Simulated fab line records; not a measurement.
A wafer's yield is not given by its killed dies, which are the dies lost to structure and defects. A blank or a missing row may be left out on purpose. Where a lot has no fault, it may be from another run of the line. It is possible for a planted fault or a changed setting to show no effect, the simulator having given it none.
The tool behind it: which one? / flow sky130 / Sampling: 13 lots, 39 wafers, 4 of 708 route steps

## WHAT THE GAUGES READ, wafer by wafer
SKY_VT_ADJUST_NCORE_TW_MEAS_11. Usual: VT_ADJUST_NCORE_TW typically reads 221.0, with standard deviation 1.4.
lot=L240; measured=day 8 15:22; on=film-metro-02; VT_ADJUST_NCORE_TW=221.7 221.7 220.7; flag=
lot=L244; measured=day 9 14:03; on=film-metro-01; VT_ADJUST_NCORE_TW=218.3 218.3 218.1; flag=
lot=L245; measured=day 9 21:45; on=film-metro-04; VT_ADJUST_NCORE_TW=221.5 222.8 222.5; flag=
lot=L246; measured=day 10 02:52; on=film-metro-01; VT_ADJUST_NCORE_TW=217.0 219.3 218.3; flag=
lot=L247; measured=day 10 11:18; on=film-metro-04; VT_ADJUST_NCORE_TW=220.8 221.1 221.4; flag=
lot=L251; measured=day 11 18:48; on=film-metro-04; VT_ADJUST_NCORE_TW=222.0 221.8 220.6; flag=
lot=L254; measured=day 12 15:53; on=film-metro-01; VT_ADJUST_NCORE_TW=219.6 219.7 220.8; flag=
lot=L255; measured=day 13 00:07; on=film-metro-02; VT_ADJUST_NCORE_TW=222.2 221.7 221.9; flag=
lot=L258; measured=day 13 20:46; on=film-metro-04; VT_ADJUST_NCORE_TW=219.6 220.6 221.9; flag=
lot=L259; measured=day 14 03:38; on=film-metro-02; VT_ADJUST_NCORE_TW=222.5 224.3 222.0; flag=
lot=L260; measured=day 14 10:46; on=film-metro-04; VT_ADJUST_NCORE_TW=220.6 221.8 221.3; flag=
lot=L261; measured=day 14 22:02; on=film-metro-04; VT_ADJUST_NCORE_TW=219.7 221.9 220.6; flag=
lot=L262; measured=day 15 02:57; on=film-metro-04; VT_ADJUST_NCORE_TW=221.2 219.9 219.9; flag=

SKY_LDD_N_TW_MEAS_17. Usual: LDD_N_TW typically reads 2601, with standard deviation 18.
lot=L240; measured=day 17 16:04; on=film-metro-02; LDD_N_TW=2624 2626 2623; flag=
lot=L244; measured=day 19 20:47; on=film-metro-04; LDD_N_TW=2596 2606 2608; flag=
lot=L245; measured=day 19 20:56; on=film-metro-02; LDD_N_TW=2602 2604 2615; flag=
lot=L246; measured=day 19 21:59; on=film-metro-01; LDD_N_TW=2572 2586 2575; flag=
lot=L247; measured=day 20 06:00; on=film-metro-04; LDD_N_TW=2607 2602 2597; flag=
lot=L251; measured=day 21 16:19; on=film-metro-01; LDD_N_TW=2592 2582 2595; flag=
lot=L254; measured=day 23 21:10; on=film-metro-04; LDD_N_TW=2591 2605 2604; flag=
lot=L255; measured=day 23 19:37; on=film-metro-01; LDD_N_TW=2574 2565 2585; flag=
lot=L258; measured=day 24 04:27; on=film-metro-04; LDD_N_TW=2628 2632 2626; flag=
lot=L259; measured=day 24 10:57; on=film-metro-01; LDD_N_TW=2565 2576 2580; flag=
lot=L260; measured=day 24 20:04; on=film-metro-04; LDD_N_TW=2619 2633 2621; flag=
lot=L261; measured=day 25 08:47; on=film-metro-01; LDD_N_TW=2589 2582 2592; flag=
lot=L262; measured=day 25 13:08; on=film-metro-01; LDD_N_TW=2578 2584 2582; flag=

SKY_LDD_P_OVL_MEAS_08. Usual: LDD_P_OVL typically reads 0.3 nm, with standard deviation 1.6.
lot=L240; measured=day 18 22:44; on=overlay-01; LDD_P_OVL (nm)=-1.2 -0.9 -1.1; flag=
lot=L244; measured=day 21 03:10; on=overlay-01; LDD_P_OVL (nm)=1.6 1.0 0.7; flag=
lot=L245; measured=day 21 03:16; on=overlay-02; LDD_P_OVL (nm)=1.7 1.7 0.2; flag=
lot=L246; measured=day 21 03:49; on=overlay-01; LDD_P_OVL (nm)=-1.7 -2.1 -0.7; flag=
lot=L247; measured=day 21 12:41; on=overlay-02; LDD_P_OVL (nm)=-1.2 -0.8 -0.5; flag=
lot=L251; measured=day 22 22:50; on=overlay-02; LDD_P_OVL (nm)=1.6 2.1 2.3; flag=
lot=L254; measured=day 25 02:40; on=overlay-01; LDD_P_OVL (nm)=1.1 0.4 0.0; flag=
lot=L255; measured=day 25 01:05; on=overlay-01; LDD_P_OVL (nm)=-0.6 -0.9 1.7; flag=
lot=L258; measured=day 25 09:20; on=overlay-02; LDD_P_OVL (nm)=0.3 0.5 -0.2; flag=
lot=L259; measured=day 25 15:59; on=overlay-02; LDD_P_OVL (nm)=0.1 0.0 1.9; flag=
lot=L260; measured=day 26 01:17; on=overlay-01; LDD_P_OVL (nm)=-1.0 -0.7 -0.1; flag=
lot=L261; measured=day 26 14:29; on=overlay-02; LDD_P_OVL (nm)=-0.9 -1.4 -2.8; flag=
lot=L262; measured=day 26 18:32; on=overlay-02; LDD_P_OVL (nm)=0.8 1.5 1.4; flag=

## TOOL THAT RAN EACH LOT (tool first, then ch and the chambers of the sampled wafers, then the start)
lot=L240; SKY_GATE_OXIDE_OXIDATION_16=furnace-02 ch 0, day 14 01:24
lot=L244; SKY_GATE_OXIDE_OXIDATION_16=furnace-02 ch 0, day 15 02:50
lot=L245; SKY_GATE_OXIDE_OXIDATION_16=furnace-02 ch 0, day 15 15:58
lot=L246; SKY_GATE_OXIDE_OXIDATION_16=furnace-02 ch 0, day 15 15:58
lot=L247; SKY_GATE_OXIDE_OXIDATION_16=furnace-02 ch 0, day 16 03:03
lot=L251; SKY_GATE_OXIDE_OXIDATION_16=furnace-01 ch 0, day 17 10:12
lot=L254; SKY_GATE_OXIDE_OXIDATION_16=furnace-02 ch 0, day 19 17:18
lot=L255; SKY_GATE_OXIDE_OXIDATION_16=furnace-02 ch 0, day 19 17:18
lot=L258; SKY_GATE_OXIDE_OXIDATION_16=furnace-01 ch 0, day 20 01:29
lot=L259; SKY_GATE_OXIDE_OXIDATION_16=furnace-02 ch 0, day 20 08:10
lot=L260; SKY_GATE_OXIDE_OXIDATION_16=furnace-01 ch 0, day 20 17:51
lot=L261; SKY_GATE_OXIDE_OXIDATION_16=furnace-02 ch 0, day 21 05:57
lot=L262; SKY_GATE_OXIDE_OXIDATION_16=furnace-02 ch 0, day 21 10:58
- SKY_GATE_OXIDE_OXIDATION_16: stabilise 600 s, purge 300 s, target thk 3.57 nm.

## WHAT THE TOOLS THEMSELVES READ (means of the sampled wafers that have a number; where no wafer has one, the mark that the record gives instead)
SKY_GATE_OXIDE_OXIDATION_16. Usual: spike-tc-bottom-C 820.3 C, standard deviation 1.9; spike-tc-centre-C 800.7 C, standard deviation 1.1; spike-tc-lower-C 801.3 C, standard deviation 1.1; tube-center-temp-C 800 C, standard deviation 0.068; zone-power-bottom-pct 23.2 %, standard deviation 0.66; zone-power-centre-pct 13.7 %, standard deviation 0.91; zone-power-lower-pct 13.6 %, standard deviation 0.92.
lot=L240; tool=furnace-02; spike-tc-bottom-C (C)=820.4; spike-tc-centre-C (C)=800.8; spike-tc-lower-C (C)=801.4; tube-center-temp-C (C)=800; zone-power-bottom-pct (%)=22.6; zone-power-centre-pct (%)=13.1; zone-power-lower-pct (%)=13.0; flag=
lot=L244; tool=furnace-02; spike-tc-bottom-C (C)=818.6; spike-tc-centre-C (C)=800.9; spike-tc-lower-C (C)=801.2; tube-center-temp-C (C)=800; zone-power-bottom-pct (%)=22.7; zone-power-centre-pct (%)=13.1; zone-power-lower-pct (%)=12.9; flag=
lot=L245; tool=furnace-02; spike-tc-bottom-C (C)=828.4; spike-tc-centre-C (C)=807.2; spike-tc-lower-C (C)=745.9; tube-center-temp-C (C)=800; zone-power-bottom-pct (%)=29.5; zone-power-centre-pct (%)=20.1; zone-power-lower-pct (%)=0.0; flag=OFF
lot=L246; tool=furnace-02; spike-tc-bottom-C (C)=827.0; spike-tc-centre-C (C)=808.0; spike-tc-lower-C (C)=745.9; tube-center-temp-C (C)=800; zone-power-bottom-pct (%)=29.6; zone-power-centre-pct (%)=20.4; zone-power-lower-pct (%)=0.0; flag=OFF
lot=L247; tool=furnace-02; spike-tc-bottom-C (C)=827.8; spike-tc-centre-C (C)=807.4; spike-tc-lower-C (C)=745.9; tube-center-temp-C (C)=800; zone-power-bottom-pct (%)=29.5; zone-power-centre-pct (%)=20.2; zone-power-lower-pct (%)=0.0; flag=OFF
lot=L251; tool=furnace-01; spike-tc-bottom-C (C)=823.6; spike-tc-centre-C (C)=800.4; spike-tc-lower-C (C)=800.9; tube-center-temp-C (C)=800; zone-power-bottom-pct (%)=23.9; zone-power-centre-pct (%)=15.1; zone-power-lower-pct (%)=15.0; flag=
lot=L254; tool=furnace-02; spike-tc-bottom-C (C)=820.2; spike-tc-centre-C (C)=800.1; spike-tc-lower-C (C)=801.3; tube-center-temp-C (C)=800; zone-power-bottom-pct (%)=22.7; zone-power-centre-pct (%)=13.1; zone-power-lower-pct (%)=13.0; flag=
lot=L255; tool=furnace-02; spike-tc-bottom-C (C)=820.0; spike-tc-centre-C (C)=799.6; spike-tc-lower-C (C)=801.1; tube-center-temp-C (C)=800; zone-power-bottom-pct (%)=22.7; zone-power-centre-pct (%)=13.2; zone-power-lower-pct (%)=12.9; flag=
lot=L258; tool=furnace-01; spike-tc-bottom-C (C)=823.1; spike-tc-centre-C (C)=801.3; spike-tc-lower-C (C)=801.4; tube-center-temp-C (C)=800; zone-power-bottom-pct (%)=24.0; zone-power-centre-pct (%)=15.0; zone-power-lower-pct (%)=14.8; flag=
lot=L259; tool=furnace-02; spike-tc-bottom-C (C)=818.1; spike-tc-centre-C (C)=800.8; spike-tc-lower-C (C)=800.9; tube-center-temp-C (C)=800; zone-power-bottom-pct (%)=22.7; zone-power-centre-pct (%)=13.2; zone-power-lower-pct (%)=12.8; flag=
lot=L260; tool=furnace-01; spike-tc-bottom-C (C)=822.5; spike-tc-centre-C (C)=802.0; spike-tc-lower-C (C)=801.1; tube-center-temp-C (C)=800; zone-power-bottom-pct (%)=23.8; zone-power-centre-pct (%)=14.8; zone-power-lower-pct (%)=14.9; flag=
lot=L261; tool=furnace-02; spike-tc-bottom-C (C)=819.9; spike-tc-centre-C (C)=800.3; spike-tc-lower-C (C)=801.0; tube-center-temp-C (C)=800; zone-power-bottom-pct (%)=22.6; zone-power-centre-pct (%)=13.0; zone-power-lower-pct (%)=13.0; flag=
lot=L262; tool=furnace-02; spike-tc-bottom-C (C)=819.0; spike-tc-centre-C (C)=800.9; spike-tc-lower-C (C)=802.9; tube-center-temp-C (C)=800; zone-power-bottom-pct (%)=23.0; zone-power-centre-pct (%)=13.1; zone-power-lower-pct (%)=12.9; flag=

## THE ANSWER, worked out from the rows above alone
Rule: a lot counts as off when the mean over its wafers that have a number is more than 3 standard deviations away from the usual mean. A lot without any number at a reading at which 4 lots or more have one is off too. Where the step has rows for the other lots, those lots are counted as sound. The gauges are gone through in route order, then the tools' own readings, and for those a lot's mean is taken as printed above. The first step at which some lot is off is used, and at that step the reading that is off furthest; a lot without a number counts as furthest.
Off: L245, L246, L247 (SKY_GATE_OXIDE_OXIDATION_16, spike-tc-lower-C).
If a tool, at that step or one of the process steps before it, ran each lot that is off and ran no sound lot following the first of them, it fits. Not one of the candidates tried fits.

## WHAT THE SIMULATOR HAD INSERTED
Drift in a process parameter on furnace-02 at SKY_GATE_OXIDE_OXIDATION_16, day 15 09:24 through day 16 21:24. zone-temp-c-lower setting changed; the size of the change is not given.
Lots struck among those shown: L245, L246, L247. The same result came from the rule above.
